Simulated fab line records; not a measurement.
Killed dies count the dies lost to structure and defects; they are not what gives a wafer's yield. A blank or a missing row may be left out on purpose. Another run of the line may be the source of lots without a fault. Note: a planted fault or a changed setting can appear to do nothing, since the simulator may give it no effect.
Which tool did it?	flow sky130	Sampling: 11 lots, 33 wafers, 3 of 708 route steps

== WHAT EACH GAUGE READ, for each wafer ==
SKY_LDD_N_TW_MEAS_17.
lot	measured	on	LDD_N_TW
L902	day 19 15:27	filmMetro-03	2596 2596 2596
L904	day 20 04:37	filmMetro-02	2557 2562 2554
L906	day 20 15:00	filmMetro-04	2598 2599 2599
L907	day 21 05:50	filmMetro-02	2564 2555 2566
L908	day 21 09:22	filmMetro-02	2566 2565 2558
L909	day 21 19:22	filmMetro-03	2585 2576 2586
L913	day 23 05:39	filmMetro-02	2547 2539 2535
L914	day 23 13:02	filmMetro-04	2609 2610 2608
L915	day 23 16:01	filmMetro-03	3055 3063 3079
L916	day 23 23:55	filmMetro-02	2988 3007 3005
L922	day 26 05:54	filmMetro-03	2572 2583 2575

== TOOL THAT RAN EACH LOT (tool first, then ch and the chambers of the sampled wafers, then the start) ==
lot	SKY_LDD_N_IMPLANT_08	SKY_LDD_N_STRIP_16
L902	implanter-02 ch 0, day 19 14:09	plasmaAsher-01 ch 0,1, day 19 15:21
L904	implanter-03 ch 0, day 20 03:21	plasmaAsher-04 ch 0,1, day 20 04:32
L906	implanter-03 ch 0, day 20 13:42	plasmaAsher-02 ch 0,1, day 20 14:54
L907	implanter-04 ch 0, day 21 04:34	plasmaAsher-04 ch 0,1, day 21 05:44
L908	implanter-02 ch 0, day 21 08:04	plasmaAsher-04 ch 0,1, day 21 09:16
L909	implanter-03 ch 0, day 21 18:04	plasmaAsher-01 ch 0,1, day 21 19:16
L913	implanter-03 ch 0, day 23 04:21	plasmaAsher-02 ch 0,1, day 23 05:33
L914	implanter-02 ch 0, day 23 11:44	plasmaAsher-01 ch 0, day 23 12:56
L915	implanter-03 ch 0, day 23 14:44	plasmaAsher-04 ch 0,1, day 23 15:55
L916	implanter-03 ch 0, day 23 22:37	plasmaAsher-02 ch 0,1, day 23 23:49
L922	implanter-04 ch 0, day 26 04:36	plasmaAsher-01 ch 0,1, day 26 05:48
- SKY_LDD_N_IMPLANT_08
- SKY_LDD_N_STRIP_16: strips in O2/N2.

== THE ANSWER, worked out from the rows above alone ==
Rule: the usual values come from the lots themselves. Put in order of their means at a reading, lots are off if they are a third of the lots or fewer, leave a main group of 4 or more, and stand apart from it by a gap of 3 or more times the standard deviation of the main group's means; of several such gaps the widest counts. The tables above print the reading to a certain number of digits; a main group whose means all agree to those digits is not used. A lot without any number at a reading at which 4 lots or more have one is off too. Where the step has rows for the other lots, those lots are counted as sound.
Off: L915, L916, seen at SKY_LDD_N_TW_MEAS_17 (LDD_N_TW). For the main group the mean is 2576 and the standard deviation 21.
A tool fits if, at a process step before that reading, it ran every lot that is off, and no sound lot after the first of them. Those tools and the gauges at SKY_LDD_N_TW_MEAS_17 are tried in the same way. One candidate fits, namely implanter-03 at SKY_LDD_N_IMPLANT_08. Its last sound lot is L913 (day 23 04:21), its first lot that is off L915 (day 23 14:44): a fault that began between those two fits.

== WHAT HAD BEEN PUT IN BY THE SIMULATOR ==
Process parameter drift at SKY_LDD_N_IMPLANT_08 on implanter-03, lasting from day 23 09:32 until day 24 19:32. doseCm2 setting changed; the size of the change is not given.
Lots struck among those shown: L915, L916. The rule given above showed the same thing.
